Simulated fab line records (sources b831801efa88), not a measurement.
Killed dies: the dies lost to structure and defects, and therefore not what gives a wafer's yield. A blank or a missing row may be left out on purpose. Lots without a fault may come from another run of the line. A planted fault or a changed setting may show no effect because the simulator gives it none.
fab line records | flow sky130
record lots=13 wafers=39 lastDay=50
route steps=708 shown FIELD_ISO@3 NWELL@78 VT_ADJUST_HVTP@95 LDD_HVN@274 LI_CONTACT@375
lots that met no fault: from a run of the same line without faults
startH: the number of hours between the record's first day and the start of the first shown wafer of the lot | waitH: hours from the lot's prior step to this one | " repeats the value in the row above | L1.1+2: a single row standing in for several wafers | - no value, or no start given | * or withheld: withheld | < > ~ a bound
route shown NAME@n: NAME is a module with steps in the file, n the number in the route of the first one | usual: mean/standard deviation taken from wafers without a fault | same: alike in all rows | chamber/n: place in a boat | sites: each site's reading | _std_site: the values' standard deviation | _edge_site: outer sites' mean less inner sites' | radiusMm: how far each site lies from the wafer's centre | mask NAME#n: copy n | behind: the most recent tool/chamber to have shaped the wafer | hold: cause of the lot's hold/its duration in hours/its outcome | device: which transistor (n, p or np) failed to switch | end of line: at the end of the route, the tests of the same wafers | a step given without rows: its recipe and nothing more | killed: at the first sort, the dies lost to defects and structure; wafer yield is something else | map: dies across one wafer; x = killed, . = not, _ = none there
set.NAME: the run value of the setting; set.NAME@STEP: its run value at that earlier step | model.NAME: the simulator's own value behind a step, which no gauge read
a sample of lots followed through the steps of the route, with each step as a table and each wafer as a row
services: a tool's chamber out of use, with start hour (startH, from the record's first day; less than 0 if before it), hours out, and reason
## steps
# step SKY_FIELD_ISO_THK_MEAS_02
# recipe reads=SiO2_of_FIELD_ISO_OXIDATION_01
# usual FIELD_ISO_OXIDATION_00_THK=11.96/0.26
# columns lot.wafer tool chamber startH waitH FIELD_ISO_OXIDATION_00_THK[nm]
L901.2 filmMetro-02 - 27.03 0.0 11.90
L901.3 " - " " 11.93
L901.5 " - " " 11.89
L902.1 filmMetro-04 - 32.13 0.0 11.90
L902.5 " - " " 11.98
L902.6 " - " " 11.95
L903.3 filmMetro-01 - 37.75 0.0 12.12
L903.4 " - " " 12.17
L903.5 " - " " 12.31
L904.3 filmMetro-02 - 43.70 0.0 11.97
L904.4 " - " " 11.72
L904.5 " - " " 11.76
L905.1 filmMetro-01 - 47.78 0.0 12.26
L905.3 " - " " 12.20
L905.5 " - " " 11.97
L906.3 filmMetro-04 - 51.65 0.0 11.88
L906.4 " - " " 12.04
L906.5 " - " " 11.79
L907.1 filmMetro-02 - 58.27 0.0 11.74
L907.3 " - " " 11.82
L907.4 " - " " 11.72
L909.2 filmMetro-04 - 66.77 0.0 11.55
L909.3 " - " " 11.43
L909.5 " - " " 11.73
L912.2 filmMetro-02 - 81.64 0.0 12.02
L912.5 " - " " 11.88
L912.6 " - " " 11.98
L918.2 filmMetro-02 - 111.64 0.0 12.42
L918.3 " - " " 12.37
L918.5 " - " " 12.62
L919.3 filmMetro-02 - 117.30 0.0 12.22
L919.4 " - " " 12.22
L919.5 " - " " 11.89
L920.2 filmMetro-01 - 125.46 0.0 12.20
L920.3 " - " " 12.16
L920.4 " - " " 11.92
L921.4 filmMetro-04 - 132.69 0.0 11.92
L921.5 " - " " 11.87
L921.6 " - " " 11.92
# step SKY_NWELL_STRIP_25
# recipe chemistry=O2/N2 powerW=1400 pressureMtorr=1500 platenTempC=withheld o2FlowSccm=3000 n2FlowSccm=300 overashFraction=0.5
# usual drypumpMotorCurrentA=5.7/0.42 o2FlowSccm=2999/9.7 oesProductAu=0.722/0.0049 stripTimeToEndpointS=36.96/0.096
# columns lot.wafer tool chamber startH waitH drypumpMotorCurrentA o2FlowSccm oesProductAu rfHoursCounterH stripTimeToEndpointS
L901.2 plasmaAsher-01 1 121.00 0.1 6.6 2992 0.724 46 37.02
L901.3 " 1 " " 6.6 2992 0.723 - 36.99
L901.5 " 0 " " 5.7 3003 0.719 - 37.06
L902.1 plasmaAsher-01 0 130.97 0.1 5.7 3001 0.720 48 36.89
L902.5 " 0 " " 5.7 3002 0.721 - 36.89
L902.6 " 1 " " 6.5 2998 0.717 - 36.98
L903.3 plasmaAsher-01 1 138.74 0.1 6.6 3012 0.716 - 36.84
L903.4 " 0 " " 5.7 2986 0.724 - 36.88
L903.5 " 1 " " 6.6 2997 0.725 - 36.76
L904.3 plasmaAsher-03 1 142.79 0.1 5.8 3002 0.727 - 37.06
L904.4 " 0 " " 5.3 3006 0.729 - 37.04
L904.5 " 0 " " 5.3 3014 0.724 - 37.01
L905.1 plasmaAsher-01 0 146.30 0.1 5.7 2996 0.723 50 36.83
L905.3 " 1 " " 6.6 2994 0.719 - 36.78
L905.5 " 0 " " 5.7 2995 0.721 - 36.77
L906.3 plasmaAsher-03 0 152.45 0.1 5.3 2977 0.721 - 37.19
L906.4 " 1 " " 5.7 3003 0.717 - 36.99
L906.5 " 1 " " 5.7 2990 0.719 - 37.04
L907.1 plasmaAsher-01 0 158.57 0.1 5.7 3008 0.952 51 -
L907.3 " 1 " " 6.6 3008 0.952 - -
L907.4 " 0 " " 5.8 3000 0.953 - -
L909.2 plasmaAsher-02 0 168.87 0.1 5.3 3014 0.723 1 36.95
L909.3 " 1 " " 5.6 2994 0.726 - 37.01
L909.5 " 1 " " 5.6 2994 0.720 - 37.08
L912.2 plasmaAsher-03 0 186.47 0.1 5.3 2995 0.715 54 36.85
L912.5 " 1 " " 5.7 2995 0.721 - 36.86
L912.6 " 0 " " 5.3 2981 0.731 - 36.72
L919.3 plasmaAsher-01 1 236.49 0.1 6.6 3015 0.736 - 36.90
L919.4 " 0 " " 5.7 2997 0.722 - 36.99
L919.5 " 1 " " 6.6 2998 0.721 - 36.97
L918.2 plasmaAsher-01 0 237.40 0.1 5.7 3000 0.722 59 37.03
L918.3 " 1 " " 6.5 2994 0.717 - 36.97
L918.5 " 1 " " 6.5 2993 0.725 - 37.04
L920.2 plasmaAsher-02 0 243.12 0.1 5.3 2992 0.721 8 36.88
L920.3 " 0 " " 5.2 2994 0.721 - 36.91
L920.4 " 1 " " 5.6 2988 0.733 - 36.95
L921.4 plasmaAsher-02 1 249.39 0.1 5.6 3009 0.720 - 36.96
L921.5 " 1 " " 5.6 2998 0.730 - 36.99
L921.6 " 0 " " 5.3 3016 0.728 - 37.04
# step SKY_VT_ADJUST_HVTP_STRIP_10
# recipe chemistry=O2/N2 powerW=1400 pressureMtorr=1500 platenTempC=withheld o2FlowSccm=3000 n2FlowSccm=300 overashFraction=0.5
# usual drypumpMotorCurrentA=6.0/0.42 o2FlowSccm=3001/11 oesProductAu=0.715/0.0047 stripTimeToEndpointS=14.19/0.046
# columns lot.wafer tool chamber startH waitH drypumpMotorCurrentA o2FlowSccm oesProductAu rfHoursCounterH stripTimeToEndpointS
L901.2 plasmaAsher-01 1 140.07 0.1 6.6 3000 0.716 49 14.18
L901.3 " 0 " " 5.7 3017 0.715 - 14.18
L901.5 " 0 " " 5.7 3014 0.714 - 14.19
L902.1 plasmaAsher-04 1 149.67 0.1 6.1 2978 0.718 33 14.28
L902.5 " 1 " " 6.1 2990 0.712 - 14.28
L902.6 " 0 " " 5.7 2999 0.724 - 14.28
L903.3 plasmaAsher-04 1 157.77 0.1 6.1 3005 0.715 - 14.11
L903.4 " 0 " " 5.7 2992 0.719 - 14.09
L903.5 " 0 " " 5.7 3003 0.715 - 14.11
L904.3 plasmaAsher-04 1 163.06 0.1 6.1 2989 0.725 - 14.17
L904.4 " 0 " " 5.8 3022 0.712 - 14.13
L904.5 " 1 " " 6.1 2999 0.711 - 14.19
L905.1 plasmaAsher-01 1 165.45 0.1 6.5 3011 0.721 52 14.25
L905.3 " 1 " " 6.6 3000 0.711 - 14.23
L905.5 " 1 " " 6.5 2997 0.722 - 14.21
L906.3 plasmaAsher-01 1 173.67 0.1 6.6 2986 0.722 - 14.23
L906.4 " 0 " " 5.7 2996 0.723 - 14.21
L906.5 " 0 " " 5.7 2998 0.721 - 14.23
L907.1 plasmaAsher-02 1 178.95 0.1 5.6 2990 0.719 2 27.18
L907.3 " 0 " " 5.3 3013 0.720 - 27.20
L907.4 " 1 " " 5.6 2980 0.733 - 27.19
L909.2 plasmaAsher-04 0 190.27 0.1 5.7 3001 0.712 38 14.28
L909.3 " 1 " " 6.1 3001 0.714 - 14.25
L909.5 " 0 " " 5.7 2984 0.715 - 14.27
L912.2 plasmaAsher-01 0 208.10 0.1 5.7 3020 0.709 56 14.18
L912.5 " 0 " " 5.7 3010 0.715 - 14.22
L912.6 " 1 " " 6.5 2982 0.716 - 14.12
L919.3 plasmaAsher-01 0 260.73 0.1 5.7 2999 0.713 - 14.23
L919.4 " 1 " " 6.6 3003 0.723 - 14.23
L919.5 " 0 " " 5.8 2988 0.720 - 14.20
L918.2 plasmaAsher-02 0 261.14 0.1 5.3 3019 0.711 10 14.13
L918.3 " 1 " " 5.6 3002 0.705 - 14.13
L918.5 " 0 " " 5.3 3014 0.716 - 14.18
L920.2 plasmaAsher-04 0 267.19 0.1 5.8 2997 0.719 45 14.16
L920.3 " 0 " " 5.7 3002 0.715 - 14.15
L920.4 " 1 " " 6.1 2995 0.717 - 14.14
L921.4 plasmaAsher-01 0 274.66 0.1 5.8 3003 0.718 - 14.22
L921.5 " 1 " " 6.5 2993 0.716 - 14.20
L921.6 " 0 " " 5.7 3010 0.723 - 14.18
# step SKY_VT_ADJUST_HVTP_TW_MEAS_11
# usual VT_ADJUST_HVTP_TW=1353/6.5
# columns lot.wafer tool chamber startH waitH VT_ADJUST_HVTP_TW
L901.2 filmMetro-03 - 140.18 0.1 1366
L901.3 " - " " 1357
L901.5 " - " " 1363
L902.1 filmMetro-03 - 149.77 0.1 1355
L902.5 " - " " 1349
L902.6 " - " " 1341
L903.3 filmMetro-03 - 157.86 0.1 1356
L903.4 " - " " 1355
L903.5 " - " " 1355
L904.3 filmMetro-03 - 163.14 0.1 1342
L904.4 " - " " 1348
L904.5 " - " " 1340
L905.1 filmMetro-01 - 165.55 0.1 1356
L905.3 " - " " 1357
L905.5 " - " " 1361
L906.3 filmMetro-03 - 173.76 0.1 1350
L906.4 " - " " 1357
L906.5 " - " " 1345
L907.1 filmMetro-02 - 179.05 0.1 30
L907.3 " - " " 30
L907.4 " - " " 30
L909.2 filmMetro-03 - 190.38 0.1 1347
L909.3 " - " " 1341
L909.5 " - " " 1343
L912.2 filmMetro-03 - 208.21 0.1 1345
L912.5 " - " " 1348
L912.6 " - " " 1349
L919.3 filmMetro-02 - 260.82 0.1 1355
L919.4 " - " " 1365
L919.5 " - " " 1352
L918.2 filmMetro-01 - 261.25 0.1 1351
L918.3 " - " " 1359
L918.5 " - " " 1357
L920.2 filmMetro-02 - 267.30 0.1 1353
L920.3 " - " " 1346
L920.4 " - " " 1362
L921.4 filmMetro-03 - 274.75 0.1 1349
L921.5 " - " " 1354
L921.6 " - " " 1349
# step SKY_LDD_HVN_OVL_MEAS_07
# usual LDD_HVN_OVL=-1.3/1.2
# columns lot.wafer tool chamber startH waitH LDD_HVN_OVL[nm]
L901.2 overlay-01 - 487.99 0.1 -1.1
L901.3 " - " " -1.6
L901.5 " - " " -3.2
L902.1 overlay-02 - 501.12 0.1 -2.2
L902.5 " - " " -1.5
L902.6 " - " " -0.9
L903.3 overlay-02 - 518.40 0.1 -1.3
L903.4 " - " " -0.9
L903.5 " - " " -1.3
L904.3 overlay-02 - 521.60 0.1 -0.2
L904.4 " - " " 0.2
L904.5 " - " " -0.1
L905.1 overlay-02 - 524.28 0.1 -1.5
L905.3 " - " " -2.1
L905.5 " - " " -1.7
L906.3 overlay-01 - 547.58 0.1 1.0
L906.4 " - " " 0.4
L906.5 " - " " -0.1
L907.1 overlay-01 - 549.24 0.1 -1.0
L907.3 " - " " -0.9
L907.4 " - " " 0.1
L909.2 overlay-02 - 558.79 0.1 -0.1
L909.3 " - " " -1.0
L909.5 " - " " -0.7
L912.2 overlay-02 - 611.69 0.1 -0.8
L912.5 " - " " -0.1
L912.6 " - " " -0.8
L919.3 overlay-01 - 647.40 0.1 -2.1
L919.4 " - " " -0.9
L919.5 " - " " -1.0
L918.2 overlay-01 - 650.14 0.1 0.1
L918.3 " - " " -0.4
L918.5 " - " " 0.5
L920.2 overlay-01 - 670.74 0.1 -3.6
L920.3 " - " " -0.1
L920.4 " - " " -2.0
L921.4 overlay-02 - 675.05 0.1 -1.1
L921.5 " - " " -1.4
L921.6 " - " " -0.3
# step SKY_LI_CONTACT_OVL_MEAS_13
# usual LI_CONTACT_OVL=0/5.6
# columns lot.wafer tool chamber startH waitH LI_CONTACT_OVL[nm]
L901.2 overlay-02 - 701.46 0.1 -1
L901.3 " - " " 7
L901.5 " - " " 7
L902.1 overlay-01 - 705.34 0.1 2
L902.5 " - " " 3
L902.6 " - " " 8
L903.3 overlay-02 - 725.67 0.1 5
L903.4 " - " " -5
L903.5 " - " " 8
L904.3 overlay-02 - 729.92 0.1 -5
L904.4 " - " " 9
L904.5 " - " " -12
L905.1 overlay-01 - 731.69 0.1 -9
L905.3 " - " " -6
L905.5 " - " " -14
L906.3 overlay-01 - 750.65 0.1 -3
L906.4 " - " " -1
L906.5 " - " " 7
L907.1 overlay-01 - 753.55 0.1 -3
L907.3 " - " " -1
L907.4 " - " " -4
L909.2 overlay-01 - 763.81 0.1 -2
L909.3 " - " " -3
L909.5 " - " " -1
L912.2 overlay-02 - 811.04 0.1 -7
L912.5 " - " " -4
L912.6 " - " " -10
L919.3 overlay-02 - 844.57 0.1 6
L919.4 " - " " -5
L919.5 " - " " -6
L918.2 overlay-01 - 847.11 0.1 10
L918.3 " - " " 0
L918.5 " - " " 4
L920.2 overlay-01 - 866.64 0.1 -7
L920.3 " - " " -4
L920.4 " - " " -5
L921.4 overlay-01 - 871.24 0.1 -2
L921.5 " - " " -9
L921.6 " - " " -7
## services
# columns tool chamber startH hours kind
plasmaAsher-04 - 123.31 2.0 repair
plasmaAsher-04 - 129.92 0.5 repair
plasmaAsher-02 - 149.79 9.0 pm
plasmaAsher-02 0 149.79 9.0 ventCycle
plasmaAsher-02 1 149.79 9.0 ventCycle
plasmaAsher-02 0 158.79 - clean
plasmaAsher-02 1 158.79 - clean
plasmaAsher-01 - 221.07 2.8 pm
plasmaAsher-02 - 274.06 2.7 repair
## key
firstSign step=SKY_NWELL_STRIP_25 reading=oesProductAu direction=up sigmas=47 usual=0.722 struck=0.952
effect step=SKY_VT_ADJUST_HVTP_STRIP_10 reading=stripTimeToEndpointS direction=up sigmas=99+ usual=* struck=*
effect step=SKY_VT_ADJUST_HVTP_TW_MEAS_11 reading=VT_ADJUST_HVTP_TW direction=down sigmas=99+ usual=1353 struck=30
metAt SKY_NWELL_STRIP_25
struckLots L907
sortLeftOut L907.1,L907.3,L907.4
testerLeftOut L907
notActingAt SKY_FIELD_ISO_THK_MEAS_02,SKY_LDD_HVN_OVL_MEAS_07,SKY_LI_CONTACT_OVL_MEAS_13
onsetBetween 146.30 158.57
fault kind=stripAborted tool=plasmaAsher-01 chamber=- onsetH=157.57 steps=SKY_NWELL_STRIP_25 offset=0.56537 endH=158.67
# testerLeftOut: of these lots the tester's yield and bins aren't shown, on N5 and GAA mostly nor the transistor test; their killed dies are dies lost to structure and defects alone, not to doping, threshold or leakage, so they don't give the yield
# sortLeftOut: the simulated sort isn't trusted on such a fault, so these wafers' sort isn't shown, and their yield isn't known
